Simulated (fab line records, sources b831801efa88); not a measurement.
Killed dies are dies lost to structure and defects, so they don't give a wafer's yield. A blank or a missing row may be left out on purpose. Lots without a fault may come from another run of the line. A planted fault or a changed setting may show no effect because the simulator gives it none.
fab line records | flow sky130
record lots=6 wafers=18 last_day=50
route steps=708 shown METAL5@675 PASSIVATION@681 PAD_OPEN@694
lots that met no fault: from a run of the same line without faults
start_h: hours from the record's first day to the start of the lot's first wafer shown | wait_h: hours since the lot's step before | " the same as in the row above | L1.1+2: a row that stands for several wafers | - no value, or no start given | * or withheld: withheld | < > ~ a bound
route shown NAME@n: a module of which the file shows steps, and the number in the route of the first | usual: mean/standard deviation of fault-free wafers | same: alike in all rows | chamber/n: place in a boat | sites: the reading at each site | _std_site: their standard deviation | _edge_site: outer sites' mean less inner sites' | radius_mm: how far each site lies from the wafer's centre | mask NAME#n: copy n | behind: the tool/chamber that last shaped the wafer | hold: why the lot was held/for how many hours/how that ended | device: the transistor (n, p or np) that didn't switch | end of line: the same wafers' tests at the end of the route | a step without rows: its recipe alone | killed: dies lost to structure and defects at the first sort, not the wafer's yield | map: a wafer's dies, x killed, . not, _ none there
set.NAME: the setting as run; set.NAME@STEP: as run at that earlier step | model.NAME: the simulator's own value behind a step, which no gauge read
lots at some steps of the route; a table a step, a row a wafer
services: from which hour (start_h, from the record's first day; less than 0 if before it) a tool's chamber was out of use, for how many hours, and why
## steps
# step SKY_METAL5_DESCUM_14
# recipe chemistry=O2 source_power_w=150 bias_power_w=0 pressure_mtorr=10 temp_c=40 time_s=11
# usual drypump_motor_current_A=5.8/0.65 oes_product_au=0.997/0.0071
# columns lot.wafer tool chamber start_h wait_h drypump_motor_current_A oes_product_au rf_hours_counter_h
L320.2 rie_metal-02 0 1032.69 0.1 6.6 0.995 9
L320.4 " 1 " " 5.5 1.006 -
L320.5 " 0 " " 6.6 0.994 -
L330.4 rie_metal-01 1 1093.06 0.1 5.2 0.988 -
L330.5 " 0 " " 6.4 0.992 -
L330.6 " 1 " " 5.2 0.989 -
L333.1 rie_metal-02 0 1125.19 0.1 6.6 0.996 15
L333.3 " 1 " " 5.5 0.999 -
L333.6 " 0 " " 6.6 0.998 -
L336.1 rie_metal-02 0 1130.65 0.1 6.6 1.000 16
L336.2 " 1 " " 5.4 1.001 7
L336.4 " 1 " " 5.5 0.994 -
L339.3 rie_metal-01 1 1146.00 0.1 5.2 0.996 -
L339.4 " 0 " " 6.3 0.998 -
L339.5 " 0 " " 6.3 1.001 -
L342.1 rie_metal-03 0 1161.46 0.1 5.6 0.994 21
L342.4 " 1 " " 4.7 0.989 -
L342.6 " 1 " " 4.7 0.996 -
# step SKY_METAL5_METAL_ETCH_15
# recipe target_depth_a=12600 stop_on=SiO2 over_etch_frac=0.2 time_s=252 chemistry=Cl2/BCl3 resist_sidewall_deg=86 pressure_mtorr=10 icp_w=900 bias_w=48.5 Cl2_flow_sccm=60 bcl3_flow_sccm=30
# usual drypump_motor_current_A=5.8/0.65 oes_product_au=0.894/0.0056 throttle_valve_pct=22.265/0.0093
# columns lot.wafer tool chamber start_h wait_h drypump_motor_current_A oes_product_au rf_hours_counter_h throttle_valve_pct
L320.2 rie_metal-02 0 1032.72 0.0 6.6 0.896 9 22.273
L320.4 " 1 " " 5.5 0.895 - 22.271
L320.5 " 0 " " 6.6 0.897 - 22.253
L330.4 rie_metal-01 1 1093.17 0.1 5.2 0.891 - 22.264
L330.5 " 0 " " 6.4 0.894 - 22.264
L330.6 " 1 " " 5.2 0.898 - 22.262
L333.1 rie_metal-02 0 1125.22 0.0 6.6 0.888 15 22.267
L333.3 " 1 " " 5.5 0.885 - 22.248
L333.6 " 0 " " 6.6 0.894 - 22.272
L336.1 rie_metal-02 0 1130.69 0.0 6.6 0.885 16 22.265
L336.2 " 1 " " 5.5 0.889 7 22.271
L336.4 " 1 " " 5.5 0.889 - 22.279
L339.3 rie_metal-01 1 1146.10 0.1 5.2 0.899 - 22.253
L339.4 " 0 " " 6.4 0.894 - 22.266
L339.5 " 0 " " 6.4 0.895 - 22.263
L342.1 rie_metal-03 0 1161.50 0.0 5.6 0.898 21 22.261
L342.4 " 1 " " 4.7 0.896 - 22.279
L342.6 " 1 " " 4.7 0.896 - 22.260
# step SKY_METAL5_STRIP_16
# recipe chemistry=O2/N2 power_w=1400 pressure_mtorr=1500 platen_temp_c=withheld o2_flow_sccm=3000 n2_flow_sccm=300 overash_fraction=0.5
# usual drypump_motor_current_A=5.8/0.52 oes_product_au=0.711/0.0046 strip_time_to_endpoint_s=13.10/0.11
# columns lot.wafer tool chamber start_h wait_h drypump_motor_current_A oes_product_au rf_hours_counter_h strip_time_to_endpoint_s
L320.2 plasma_asher-01 1 1032.96 0.2 6.6 0.708 91 13.14
L320.4 " 0 " " 5.7 0.705 - 12.92
L320.5 " 0 " " 5.7 0.710 - 13.12
L330.4 plasma_asher-02 1 1093.36 0.1 5.5 0.709 - 13.26
L330.5 " 0 " " 5.2 0.704 - 13.29
L330.6 " 1 " " 5.5 0.719 - 13.36
L333.1 plasma_asher-02 1 1125.46 0.2 5.5 0.707 66 13.10
L333.3 " 0 " " 5.2 0.711 - 12.96
L333.6 " 1 " " 5.5 0.709 - 13.12
L336.1 plasma_asher-02 1 1130.92 0.2 5.5 0.717 67 12.92
L336.2 " 0 " " 5.2 0.705 67 12.85
L336.4 " 1 " " 5.5 0.716 - 12.93
L339.3 plasma_asher-04 0 1146.29 0.1 6.3 0.715 - 13.06
L339.4 " 1 " " 5.2 0.718 - 12.97
L339.5 " 1 " " 5.2 0.712 - 12.99
L342.1 plasma_asher-01 0 1161.73 0.2 5.7 0.704 105 12.99
L342.4 " 1 " " 6.5 0.709 - 13.09
L342.6 " 1 " " 6.5 0.707 - 13.15
# step SKY_METAL5_STRIP_17
# recipe chemistry=post_etch_residue_remover time_s=1200 temp_c=72.5
# step SKY_METAL5_CLEAN_18
# recipe chemistry=IPA time_s=180 temp_c=25
# step SKY_METAL5_CLEAN_19
# recipe chemistry=O3/DIW dry=n2_spin
# step SKY_PASSIVATION_CVD_00
# recipe material=SiO2 target_thk_nm=90 temp_c=400 time_s=withheld rf_w=600
# usual heater_power_w=684/69
# columns lot.wafer tool chamber start_h wait_h heater_power_w
L320.2 pecvd-04 2 1033.59 0.0 706
L320.4 " 0 " " 753
L320.5 " 2 " " 702
L330.4 pecvd-02 1 1093.92 0.0 664
L330.5 " 2 " " 685
L330.6 " 0 " " 738
L333.1 pecvd-02 0 1126.06 0.0 626
L333.3 " 1 " " 661
L333.6 " 2 " " 633
L336.1 pecvd-02 2 1131.68 0.0 634
L336.2 " 0 " " 687
L336.4 " 2 " " 617
L339.3 pecvd-04 0 1146.85 0.0 725
L339.4 " 1 " " 840
L339.5 " 0 " " 724
L342.1 pecvd-02 1 1162.32 0.0 764
L342.4 " 0 " " 675
L342.6 " 1 " " 757
# step SKY_PASSIVATION_THK_MEAS_01
# recipe reads=SiO2_of_PASSIVATION_CVD_00
# usual PASSIVATION_CVD_00_THK=90.0/1.2
# columns lot.wafer tool chamber start_h wait_h PASSIVATION_CVD_00_THK[nm]
L320.2 film_metro-01 - 1033.62 - 88.2
L320.4 " - " " 89.5
L320.5 " - " " 89.6
L330.4 film_metro-01 - 1093.97 - 91.8
L330.5 " - " " 91.9
L330.6 " - " " 91.0
L333.1 film_metro-01 - 1126.08 - 87.4
L333.3 " - " " 88.4
L333.6 " - " " 89.7
L336.1 film_metro-02 - 1131.70 - 88.7
L336.2 " - " " 87.9
L336.4 " - " " 90.2
L339.3 film_metro-01 - 1146.89 - 89.2
L339.4 " - " " 90.3
L339.5 " - " " 90.0
L342.1 film_metro-02 - 1162.35 - 89.5
L342.4 " - " " 90.7
L342.6 " - " " 90.2
# step SKY_PASSIVATION_CVD_02
# recipe material=Si3N4 target_thk_nm=540 temp_c=400 time_s=withheld rf_w=450
# usual heater_power_w=729/76
# columns lot.wafer tool chamber start_h wait_h heater_power_w
L320.2 pecvd-01 2 1033.67 0.0 645
L320.4 " 0 " " 643
L320.5 " 2 " " 666
L330.4 pecvd-04 2 1094.11 0.1 753
L330.5 " 1 " " 822
L330.6 " 0 " " 776
L333.1 pecvd-01 0 1126.14 0.1 678
L333.3 " 2 " " 650
L333.6 " 2 " " 666
L336.1 pecvd-01 0 1131.76 0.1 710
L336.2 " 2 " " 687
L336.4 " 0 " " 708
L339.3 pecvd-01 2 1146.93 0.0 698
L339.4 " 1 " " 856
L339.5 " 0 " " 571
L342.1 pecvd-01 2 1162.41 0.1 651
L342.4 " 2 " " 677
L342.6 " 0 " " 654
# step SKY_PASSIVATION_THK_MEAS_03
# recipe reads=Si3N4_of_PASSIVATION_CVD_02
# usual PASSIVATION_CVD_02_THK=541/6.9
# columns lot.wafer tool chamber start_h wait_h PASSIVATION_CVD_02_THK[nm]
L320.2 film_metro-04 - 1033.91 - 533
L320.4 " - " " 547
L320.5 " - " " 543
L330.4 film_metro-01 - 1094.25 - 555
L330.5 " - " " 554
L330.6 " - " " 555
L333.1 film_metro-01 - 1126.36 - 543
L333.3 " - " " 533
L333.6 " - " " 544
L336.1 film_metro-04 - 1131.99 - 541
L336.2 " - " " 535
L336.4 " - " " 550
L339.3 film_metro-02 - 1147.18 - 521
L339.4 " - " " 545
L339.5 " - " " 543
L342.1 film_metro-02 - 1162.63 - 531
L342.4 " - " " 540
L342.6 " - " " 547
# step SKY_PASSIVATION_DEHYDRATE_04
# recipe temp_c=200 time_s=60
# step SKY_PASSIVATION_HMDS_05
# recipe prime_time_s=60 prime_temp_c=120
# step SKY_PASSIVATION_COAT_06
# recipe spin_rpm=2000 resist_thk_nm=3000
# usual chill_plate_temp_C=23.00/0.1
# columns lot.wafer tool chamber start_h wait_h chill_plate_temp_C model.coat_of_PASSIVATION_COAT_06.thk_nm
L320.2 litho_track-01 0 1044.07 0.1 23.12 3014
L320.4 " 0 " " 23.00 3004
L320.5 " 0 " " 22.89 3019
L330.4 litho_track-01 0 1103.42 0.1 22.91 2658
L330.5 " 0 " " 23.02 2654
L330.6 " 0 " " 22.84 2655
L333.1 litho_track-01 0 1134.99 0.1 23.05 2636
L333.3 " 0 " " 23.17 2636
L333.6 " 0 " " 23.02 2629
L336.1 litho_track-03 0 1140.65 0.1 22.88 3004
L336.2 " 0 " " 22.83 3011
L336.4 " 0 " " 22.87 3001
L339.3 litho_track-02 0 1155.06 0.1 23.00 2999
L339.4 " 0 " " 22.88 3000
L339.5 " 0 " " 22.99 3004
L342.1 litho_track-02 0 1170.86 0.1 22.87 2989
L342.4 " 0 " " 22.76 3002
L342.6 " 0 " " 22.77 2994
# step SKY_PASSIVATION_SOFTBAKE_07
# recipe temp_c=110 time_s=withheld
# step SKY_PASSIVATION_EXPOSE_08
# recipe mask_id=NSM target_cd_nm=3000 na=0.57 dose_mj=260
# step SKY_PASSIVATION_PEB_09
# recipe temp_c=115 time_s=withheld
# step SKY_PASSIVATION_DEVELOP_10
# recipe develop_time_s=60 dev_temp_c=23
# step SKY_PASSIVATION_ETCH_11
# recipe chemistry=CF4/O2 target_depth_nm=725 stop_on=AlCu source_w=800 bias_w=150 pressure_mtorr=150 cf4_flow_sccm=80 O2_flow_sccm=10 time_s=161.1
# usual drypump_motor_current_A=5.6/0.32 oes_product_au=0.978/0.0067 throttle_valve_pct=5.965/0.0079
# columns lot.wafer tool chamber start_h wait_h drypump_motor_current_A oes_product_au rf_hours_counter_h throttle_valve_pct model.coat_of_PASSIVATION_COAT_06.thk_nm model.PASSIVATION.cd_nm
L320.2 rie_diel-04 0 1055.65 - 5.7 0.978 6 5.961 2528 3000
L320.4 " 3 " " 5.4 0.975 8 5.961 2521 2998
L320.5 " 2 " " 5.9 0.977 - 5.966 2532 3000
L330.4 rie_diel-04 3 1112.41 - 5.4 0.978 11 5.966 2185 3025
L330.5 " 3 " " 5.4 0.981 - 5.965 2178 3026
L330.6 " 0 " " 5.7 0.976 - 5.960 2176 3028
L333.1 rie_diel-02 2 1144.60 - 6.2 0.986 14 5.970 2153 3022
L333.3 " 1 " " 5.9 0.978 13 5.968 2154 3019
L333.6 " 3 " " 5.5 0.979 - 5.968 2139 3026
L336.1 rie_diel-04 3 1149.80 - 5.4 0.981 12 5.966 2519 2983
L336.2 " 0 " " 5.7 0.975 10 5.968 2523 2984
L336.4 " 1 " " 5.1 0.980 19 5.959 2508 2990
L339.3 rie_diel-02 2 1164.41 - 6.2 0.964 14 5.962 2525 2996
L339.4 " 2 " " 6.2 0.982 - 5.968 2524 2996
L339.5 " 0 " " 5.2 0.968 - 5.963 2527 2990
L342.1 rie_diel-04 2 1178.59 - 5.9 0.977 12 5.949 2492 2985
L342.4 " 0 " " 5.7 0.970 11 5.966 2510 2987
L342.6 " 3 " " 5.4 0.981 - 5.963 2511 2986
# step SKY_PASSIVATION_STRIP_12
# recipe chemistry=O2/N2 power_w=1400 pressure_mtorr=1500 platen_temp_c=withheld overash_fraction=0.7 o2_flow_sccm=3000 n2_flow_sccm=300
# usual drypump_motor_current_A=5.7/0.39 oes_product_au=0.661/0.0046 strip_time_to_endpoint_s=31.54/0.12
# columns lot.wafer tool chamber start_h wait_h drypump_motor_current_A oes_product_au rf_hours_counter_h strip_time_to_endpoint_s
L320.2 plasma_asher-03 1 1055.76 0.1 6.0 0.659 32 31.65
L320.4 " 1 " " 6.0 0.659 - 31.59
L320.5 " 0 " " 6.0 0.661 - 31.69
L330.4 plasma_asher-03 1 1112.55 0.1 6.0 0.660 - 27.68
L330.5 " 0 " " 6.0 0.655 - 27.59
L330.6 " 1 " " 6.0 0.649 - 27.58
L333.1 plasma_asher-03 0 1144.71 0.1 6.0 0.656 40 27.29
L333.3 " 1 " " 6.0 0.662 - 27.28
L333.6 " 0 " " 6.0 0.660 - 27.16
L336.1 plasma_asher-02 0 1149.91 0.1 5.2 0.654 69 31.56
L336.2 " 1 " " 5.5 0.661 69 31.59
L336.4 " 1 " " 5.5 0.663 - 31.41
L339.3 plasma_asher-02 0 1164.55 0.1 5.2 0.667 - 31.62
L339.4 " 1 " " 5.5 0.654 - 31.63
L339.5 " 0 " " 5.2 0.661 - 31.65
L342.1 plasma_asher-02 0 1178.70 0.1 5.2 0.662 72 31.24
L342.4 " 0 " " 5.2 0.661 - 31.43
L342.6 " 1 " " 5.5 0.665 - 31.47
# step SKY_PAD_OPEN_DEHYDRATE_00
# recipe temp_c=200 time_s=60
# step SKY_PAD_OPEN_PROBE_99
# usual defect_limited_yield=82.5/1.9 killed_at_M0_to_M3=44/6.4 killed_at_M4_up=3.4/2.1 killed_at_contacts=23/5 killed_at_front_end=15/4.5 killed_at_other=0.3/0.54 killed_dies=86/9.5 killed_open=48/6.9 killed_short=38/5.9 sort_bin_3_pad_short=0.8/0.44 sort_bin_5_function=10.5/1.6 sort_bin_6_memory=6.1/1.1 sort_n_pass=406/9.5 sort_yield_pct=82.5/1.9
# same gross_dies=492 killed_at_back_side=0 sort_bin_4_leakage[%]=0 sort_bin_8_speed[%]=0
# columns lot.wafer tool chamber start_h wait_h defect_limited_yield[%] killed_at_M0_to_M3 killed_at_M4_up killed_at_contacts killed_at_front_end killed_at_other killed_dies killed_open killed_short sort_bin_3_pad_short[%] sort_bin_5_function[%] sort_bin_6_memory[%] sort_n_pass sort_yield_pct[%]
L320.2 prober-02 - 1078.53 0.1 81.3 49 2 25 16 0 92 41 51 0.6 12.4 5.7 400 81.3
L320.4 prober-02 - 1078.63 0.2 78.7 46 5 33 21 0 105 58 47 1.0 13.2 7.1 387 78.7
L320.5 prober-02 - 1078.68 0.2 82.3 45 3 23 16 0 87 47 40 1.2 9.6 6.9 405 82.3
L333.1 prober-02 - 1163.70 0.1 83.7 42 4 11 23 0 80 36 42 0.4 12.0 3.9 412 83.7
L333.3 prober-02 - 1163.80 0.2 85.6 36 3 17 15 0 71 40 31 0.4 7.1 6.9 421 85.6
L333.6 prober-02 - 1163.95 0.2 83.9 42 3 18 16 0 79 43 36 0.6 10.2 5.3 413 83.9
L339.3 prober-01 - 1182.39 0.2 82.3 50 3 20 14 0 87 45 42 1.2 12.0 4.5 405 82.3
L339.4 prober-01 - 1182.44 0.2 83.1 36 3 34 10 0 83 50 33 0.2 11.0 5.7 409 83.1
L339.5 prober-01 - 1182.49 0.2 83.9 38 5 21 15 0 79 44 35 0.8 8.9 6.3 413 83.9
# killed by level:class
L320.2 VIA1:geometric_particle:open=10 FIELD_ISO:geometric_particle:short=9 VIA3:geometric_particle:short=8 CONTACT:geometric_particle:open=8 VIA1:geometric_particle:short=7 VIA2:geometric_particle:open=7 LI_CONTACT:geometric_particle:open=5 LOCAL_INTERCONNECT:geometric_particle:short=5
L320.4 VIA1:geometric_particle:open=12 LI_CONTACT:geometric_particle:open=11 VIA2:geometric_particle:open=8 CONTACT:geometric_particle:short=7 CONTACT:geometric_particle:open=7 FIELD_ISO:geometric_particle:open=6 METAL1:geometric_particle:short=6 METAL2:geometric_particle:short=6
L320.5 VIA3:geometric_particle:short=10 VIA3:geometric_particle:open=9 VIA1:geometric_particle:open=8 LI_CONTACT:geometric_particle:open=7 CONTACT:geometric_particle:short=6 CONTACT:geometric_particle:open=6 VIA2:geometric_particle:open=6 FIELD_ISO:geometric_particle:open=5
L333.1 VIA1:geometric_particle:open=12 POLY_GATE:geometric_particle:short=9 METAL2:geometric_particle:short=9 POLY_GATE:geometric_particle:open=7 METAL1:geometric_particle:short=7 CONTACT:geometric_particle:open=4 VIA3:geometric_particle:open=4 FIELD_ISO:geometric_particle:short=3
L333.3 VIA1:geometric_particle:open=7 VIA3:geometric_particle:open=7 FIELD_ISO:geometric_particle:open=6 VIA2:geometric_particle:short=6 LI_CONTACT:geometric_particle:open=5 METAL2:geometric_particle:short=5 FIELD_ISO:geometric_particle:short=4 POLY_GATE:geometric_particle:open=4
L333.6 VIA1:geometric_particle:open=10 VIA2:geometric_particle:open=8 FIELD_ISO:geometric_particle:open=6 CONTACT:geometric_particle:open=6 VIA1:geometric_particle:short=5 VIA3:geometric_particle:short=5 FIELD_ISO:geometric_particle:short=4 POLY_GATE:geometric_particle:open=4
L339.3 VIA1:geometric_particle:open=12 CONTACT:geometric_particle:open=9 VIA1:geometric_particle:short=8 VIA3:geometric_particle:open=6 METAL2:geometric_particle:short=5 FIELD_ISO:geometric_particle:short=4 POLY_GATE:geometric_particle:open=4 POLY_GATE:geometric_particle:short=4
L339.4 LI_CONTACT:geometric_particle:open=12 CONTACT:geometric_particle:open=9 POLY_GATE:geometric_particle:open=6 METAL1:geometric_particle:short=6 CONTACT:geometric_particle:short=6 VIA1:geometric_particle:open=6 VIA2:geometric_particle:open=6 VIA1:geometric_particle:short=5
L339.5 CONTACT:geometric_particle:open=12 VIA1:geometric_particle:open=12 METAL1:geometric_particle:short=5 VIA2:geometric_particle:open=4 POLY_GATE:geometric_particle:open=4 POLY_GATE:geometric_particle:short=4 METAL4:geometric_particle:short=4 FIELD_ISO:geometric_particle:open=3
## services
# columns tool chamber start_h hours kind
rie_metal-02 1 1014.87 - clean
rie_metal-02 1 1014.87 15.3 scheduled_down
rie_metal-02 1 1014.87 15.3 vent_cycle
pecvd-04 2 1024.91 2.9 repair
pecvd-02 - 1031.05 3.3 repair
plasma_asher-03 - 1044.69 4.3 pm
rie_diel-04 1 1050.04 2.7 repair
pecvd-01 2 1051.69 5.5 scheduled_down
plasma_asher-04 - 1055.25 9.0 pm
plasma_asher-03 - 1060.70 4.2 repair
rie_diel-02 3 1062.39 3.0 repair
rie_metal-02 - 1068.06 1.4 pm
pecvd-02 - 1097.40 6.0 pm
pecvd-02 1 1108.18 6.2 repair
rie_metal-03 1 1111.93 4.8 repair
plasma_asher-01 - 1113.85 0.9 repair
pecvd-01 1 1123.79 2.1 scheduled_down
pecvd-04 - 1125.06 2.8 pm
plasma_asher-03 - 1159.08 1.5 repair
rie_diel-02 1 1161.74 14.8 repair
rie_metal-02 1 1163.41 1.4 repair
rie_diel-04 0 1167.82 1.2 repair
rie_diel-02 3 1172.15 4.9 repair
pecvd-02 - 1177.98 1.0 repair
## key
first_sign step=SKY_PASSIVATION_STRIP_12 reading=strip_time_to_endpoint_s direction=down sigmas=33 usual=* struck=*
effect none on later readings
model_effect step=SKY_PASSIVATION_COAT_06 value=coat_of_PASSIVATION_COAT_06.thk_nm without=3004 struck=2645
model_effect step=SKY_PASSIVATION_ETCH_11 value=coat_of_PASSIVATION_COAT_06.thk_nm without=2523 struck=2164
met_at SKY_PASSIVATION_COAT_06
struck_wafers L330.4,L330.5,L330.6,L333.1,L333.3,L333.6
onset_between 1044.07 1103.42
also_fits SKY_PASSIVATION_STRIP_12:plasma_asher-03
fault kind=process_parameter_drift tool=litho_track-01 chamber=- onset_h=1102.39 steps=SKY_PASSIVATION_COAT_06 channel=resist_thk_nm offset=-358.34 shape=step end_h=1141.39 acts_in=these_recipes_only stated=3000
